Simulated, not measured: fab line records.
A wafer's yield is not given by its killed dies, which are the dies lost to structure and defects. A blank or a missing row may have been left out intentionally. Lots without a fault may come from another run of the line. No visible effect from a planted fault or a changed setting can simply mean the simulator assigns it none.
Which tool was responsible? ; flow sky130 ; 13 lots, 39 wafers sampled, at 4 steps of a route of 708

== WHAT THE GAUGES READ, wafer by wafer ==
SKY_VIA4_BOW_MEAS_03. Usual: VIA4_BOW gives 78 um (standard deviation 8.9).
lot;measured;on;VIA4_BOW (um);flag
L905;day 41 19:59;filmMetro-01;73 72 62;
L907;day 42 03:49;filmMetro-02;71 58 72;
L908;day 42 10:53;filmMetro-01;94 96 93;
L911;day 43 09:38;filmMetro-02;82 81 83;
L912;day 43 19:44;filmMetro-02;69 53 63;
L917;day 45 05:32;filmMetro-03;76 74 77;
L918;day 45 08:23;filmMetro-02;80 83 88;
L919;day 45 17:50;filmMetro-02;71 80 70;
L920;day 45 19:23;filmMetro-02;76 76 76;
L921;day 46 05:58;filmMetro-01;63 67 68;
L926;day 47 06:23;filmMetro-02;74 85 88;
L927;day 47 15:14;filmMetro-02;75 95 75;
L928;day 47 20:37;filmMetro-02;72 72 71;

SKY_PASSIVATION_THK_MEAS_03. Usual: PASSIVATION_CVD_02_THK gives 538 nm (standard deviation 6.8).
lot;measured;on;PASSIVATION_CVD_02_THK (nm);flag
L905;day 43 20:18;filmMetro-04;532 533 538;
L907;day 44 05:07;filmMetro-04;536 535 546;
L908;day 44 10:22;filmMetro-04;543 543 540;
L911;day 45 08:48;filmMetro-03;538 544 548;
L912;day 45 19:32;filmMetro-01;539 540 549;
L917;day 47 01:37;filmMetro-01;525 541 534;
L918;day 47 04:40;filmMetro-03;528 533 543;
L919;day 47 13:47;filmMetro-04;531 538 538;
L920;day 47 14:05;filmMetro-01;534 545 541;
L921;day 48 00:33;filmMetro-04;534 545 554;
L926;day 48 23:18;filmMetro-03;527 538 532;
L927;day 49 06:23;filmMetro-04;547 538 549;
L928;day 49 12:27;filmMetro-03;533 528 540;

== WHICH TOOL RAN EACH LOT (tool, then ch and the chambers of the sampled wafers, then the start) ==
lot;SKY_VIA4_ETCH_12;SKY_METAL5_SPUTTER_00
L905;rieDiel-04 ch 1,3, day 42 19:10;pvdSputter-04, day 42 20:38
L907;rieDiel-03 ch 0,1,3, day 43 03:19;pvdSputter-04, day 43 04:44
L908;rieDiel-03 ch 0,1,3, day 43 09:01;pvdSputter-04, day 43 10:44
L911;rieDiel-03 ch 0,3, day 44 08:43;pvdSputter-03, day 44 10:07
L912;rieDiel-03 ch 0,1,3, day 44 17:58;pvdSputter-03, day 44 20:55
L917;rieDiel-04 ch 0,3, day 46 02:37;pvdSputter-04, day 46 03:59
L918;rieDiel-04 ch 0,3, day 46 05:25;pvdSputter-04, day 46 06:52
L919;rieDiel-04 ch 0,1, day 46 14:52;pvdSputter-01, day 46 16:14
L920;rieDiel-01 ch 0,2,3, day 46 15:25;pvdSputter-03, day 46 16:46
L921;rieDiel-04 ch 0,1,2, day 47 02:32;pvdSputter-04, day 47 03:55
L926;rieDiel-01 ch 1,2, day 48 01:43;pvdSputter-04, day 48 03:10
L927;rieDiel-03 ch 0,1,3, day 48 09:43;pvdSputter-04, day 48 11:28
L928;rieDiel-03 ch 0,1,3, day 48 15:46;pvdSputter-01, day 48 17:11
- SKY_VIA4_ETCH_12: etches SiO2 in C4F8/O2/Ar, stops on TiN, target depth 580 nm.
- SKY_METAL5_SPUTTER_00: material Ti, target thk 15 nm, time 10 s.

== WHAT THE TOOLS THEMSELVES READ (means of the sampled wafers that have a number; where no wafer has one, the mark that the record gives instead) ==
SKY_VIA4_ETCH_12. Usual: oesProductAu 0.925 a.u., standard deviation 0.0043.
lot;tool;oesProductAu (a.u.);flag
L905;rieDiel-04;0.925;
L907;rieDiel-03;0.929;
L908;rieDiel-03;0.923;
L911;rieDiel-03;0.924;
L912;rieDiel-03;0.924;
L917;rieDiel-04;0.926;
L918;rieDiel-04;0.925;
L919;rieDiel-04;0.921;
L920;rieDiel-01;0.924;
L921;rieDiel-04;0.924;
L926;rieDiel-01;0.925;
L927;rieDiel-03;0.926;
L928;rieDiel-03;0.925;

SKY_METAL5_SPUTTER_00. Usual: throttleValvePct 30.5 %, standard deviation 1.2.
lot;tool;throttleValvePct (%);flag
L905;pvdSputter-04;29.2;
L907;pvdSputter-04;29.1;
L908;pvdSputter-04;29.9;
L911;pvdSputter-03;30.9;
L912;pvdSputter-03;30.1;
L917;pvdSputter-04;30.3;
L918;pvdSputter-04;29.9;
L919;pvdSputter-01;30.6;
L920;pvdSputter-03;29.7;
L921;pvdSputter-04;30.5;
L926;pvdSputter-04;29.9;
L927;pvdSputter-04;29.8;
L928;pvdSputter-01;31.2;

== THE ANSWER, worked out from the rows above alone ==
Rule: lot off if the mean of its wafers having a number is beyond 3 standard deviations from the usual mean. A lot without any number at a reading at which 4 lots or more have one is off too. The other lots that the step has rows for count as sound. The gauges are gone through in route order, then the tools' own readings, and for those a lot's mean is taken as printed above. The first step at which some lot is off is used, and at that step the reading that is off furthest; a lot without a number counts as furthest.
Across all readings shown, no lot is off: no conclusion can be drawn from this.

== WHAT HAD BEEN PUT IN BY THE SIMULATOR ==
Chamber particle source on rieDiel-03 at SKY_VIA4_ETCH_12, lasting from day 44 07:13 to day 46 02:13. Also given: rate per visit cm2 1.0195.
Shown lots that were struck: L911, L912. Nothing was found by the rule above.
